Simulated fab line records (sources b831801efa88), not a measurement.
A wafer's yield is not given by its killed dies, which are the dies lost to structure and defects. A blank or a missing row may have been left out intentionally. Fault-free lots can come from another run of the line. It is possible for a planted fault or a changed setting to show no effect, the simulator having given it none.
Comparing a struck lot with a sound one + flow sky130 + 15 steps out of a route of 708
Sound: the wafers L557.1, L557.5, L557.6. Wafers L561.3, L561.4, L561.5 were the ones struck. The cause is named last.
For every step that has rows: the tool of each side, followed by ch and its chambers, followed by its first start. Under that, the readings that differ: sound wafers + struck wafers + difference of the means + sigmas: that difference in standard deviations of wafers without a fault.
alike: readings whose means differ by less than 2 such deviations, and words and numbers that are the same on both sides. not compared: withheld readings, readings that some wafer has no value for, bounds like >300 that may hide the same value, and numbers for which the record gives no deviation and whose values overlap.
The two part at a step that has a row with sigmas, a row that says differs or no value, or rows on one side only. Numbers that don't overlap but have no deviation are shown without sigmas and don't part them. A reading that every wafer of one side lacks parts them only if that side has two wafers or more.

first, 7 steps without rows for these wafers: SKY_LOCAL_INTERCONNECT_HMDS_04 (prime time 60 s); SKY_LOCAL_INTERCONNECT_COAT_05 (resist thk 60 nm); SKY_LOCAL_INTERCONNECT_COAT_06 (resist thk 450 nm); SKY_LOCAL_INTERCONNECT_SOFTBAKE_07 (time 90 s); SKY_LOCAL_INTERCONNECT_EXPOSE_08 (exposes mask LI1M, target cd 170 nm); SKY_LOCAL_INTERCONNECT_PEB_09; SKY_LOCAL_INTERCONNECT_DEVELOP_10 (develop time 60 s).
SKY_LOCAL_INTERCONNECT_CD_MEAS_11: target cd 170 nm.
  sound on cd sem-02, day 35 11:58; struck on cd sem-02, day 37 08:19
  alike: cd nm
SKY_LOCAL_INTERCONNECT_OVL_MEAS_12:
  sound on overlay-01, day 35 12:05; struck on overlay-02, day 37 08:24
  alike: LOCAL_INTERCONNECT_OVL
SKY_LOCAL_INTERCONNECT_ETCH_13: etches BARC in N2/H2, stops on SiO2, time 45.9 s, target depth 60 nm.
  sound on rie metal-01 ch 0,1, day 35 12:08; struck on rie metal-04 ch 0,1, day 37 08:27
  alike: bias w, drypump motor current A, n2 flow sccm, oes product au, throttle valve pct
  not compared: rf hours counter h
SKY_LOCAL_INTERCONNECT_METAL_ETCH_14: etches TiN in Cl2/BCl3, stops on PSG, target depth 110 nm, time 31.4 s.
  sound on rie metal-01 ch 0,1, day 35 12:11; struck on rie metal-04 ch 0,1, day 37 08:31
  alike: bias w, drypump motor current A, oes product au, throttle valve pct
  not compared: rf hours counter h
SKY_LOCAL_INTERCONNECT_STRIP_15: strips in O2/N2.
  sound on plasma asher-03 ch 0,1, day 35 12:14; struck on plasma asher-04 ch 0,1, day 37 08:35
  alike: chamber pressure mTorr, drypump motor current A, n2 flow sccm, oes product au, strip time to endpoint s
  not compared: rf hours counter h
SKY_LOCAL_INTERCONNECT_STRIP_16: strips in post etch residue remover, time 1200 s.
  sound on wet bench-01 ch 1, day 35 12:20; struck on wet bench-04 ch 0, day 37 08:38
  no value came back on the struck wafers for bath guard temp C (C), bath heat duty pct (%); on the sound wafers bath guard temp C (C) reads 73.3 73.4 73.0
then, 1 step without rows for these wafers: SKY_LOCAL_INTERCONNECT_CLEAN_17 (cleans in IPA, time 180 s).
-- here the record skips 13 days between the struck wafers' starts before and after, leaving off in module LOCAL_INTERCONNECT and picking up in module PAD_OPEN (first step shown: number 708 of the route) --
SKY_PAD_OPEN_PROBE_99:
  sound on prober-01, day 49 12:38; struck on prober-01, day 50 17:34
  alike: killed_at_M0_to_M3, killed_at_M4_up, killed at contacts, killed at front end, killed at other, killed dies, killed open, killed short

== WHERE THEY PART ==
Within this record, at SKY_LOCAL_INTERCONNECT_STRIP_16 only. Later steps at which nothing parts them and some readings are alike: SKY_PAD_OPEN_PROBE_99.

WHY: what the simulator had put in
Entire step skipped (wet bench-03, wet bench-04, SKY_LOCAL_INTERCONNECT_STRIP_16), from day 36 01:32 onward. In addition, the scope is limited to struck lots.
